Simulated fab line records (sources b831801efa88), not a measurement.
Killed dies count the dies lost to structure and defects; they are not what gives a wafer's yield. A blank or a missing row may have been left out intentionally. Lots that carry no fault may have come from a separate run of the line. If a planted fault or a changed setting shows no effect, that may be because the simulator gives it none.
The same fault as seen by 2 desks | flow sky130 | numbers are kept per desk, each desk with only its own; the story behind them comes last

## FROM THE METROLOGY DESK
Lot by lot, what the gauges showed, no matter which tool ran the lot: averages of those sampled wafers that carry a number. The brackets show how far a lot's mean lies from the usual mean; more than 4 standard deviations puts the lot out of limits, marked OUT.
Columns: A = LOCAL_INTERCONNECT_TIN_RS at SKY_LOCAL_INTERCONNECT_RS_MEAS_01, usual 14.13 ohm/sq; B = LOCAL_INTERCONNECT_TIN_THK at SKY_LOCAL_INTERCONNECT_THK_MEAS_02, usual 100.2 nm
lot  | first seen here | A     | B
L988 | day 29 05:32    | 14.19 | 99.8
L990 | day 29 18:55    | 14.38 | 99.3
L992 | day 30 20:09    | 13.85 | 101.6
L994 | day 31 01:06    | 14.02 | 101.8
L995 | day 31 06:27    | 14.17 | 100.5
L102 | day 33 23:18    | 14.34 | 98.6
L104 | day 35 00:40    | 14.44 | 98.5
L105 | day 35 23:22    | 14.11 | 100.2
L107 | day 36 00:28    | 14.22 | 98.9
L109 | day 36 07:35    | 14.30 | 99.3
Finding of this desk: none of the 10 lots has anything out of limits.

## FOR THE TOOL OWNER'S DESK: pvd sputter-03
At SKY_LOCAL_INTERCONNECT_SPUTTER_00 (material TiN, target thk 100 nm, time 83.3 s) the tool's own readings: per lot run on this tool, the mean of the sampled wafers that have a number. The brackets show how far a lot's mean lies from the usual mean; more than 4 standard deviations puts the lot out of limits, marked OUT.
Columns: A = throttle valve pct at SKY_LOCAL_INTERCONNECT_SPUTTER_00, usual 30.1 %
lot  | first seen here | A
L988 | day 29 05:28    | 30.6
L992 | day 30 20:02    | 29.7
L102 | day 33 23:14    | 31.0
L104 | day 35 00:35    | 30.1
Finding of this desk: none of the 4 lots has anything out of limits.

## BROUGHT TOGETHER
Nothing out of limits was seen by the metrology desk.
The desk of the tool owner found nothing out of limits.

## WHAT THE SIMULATOR HAD PUT IN
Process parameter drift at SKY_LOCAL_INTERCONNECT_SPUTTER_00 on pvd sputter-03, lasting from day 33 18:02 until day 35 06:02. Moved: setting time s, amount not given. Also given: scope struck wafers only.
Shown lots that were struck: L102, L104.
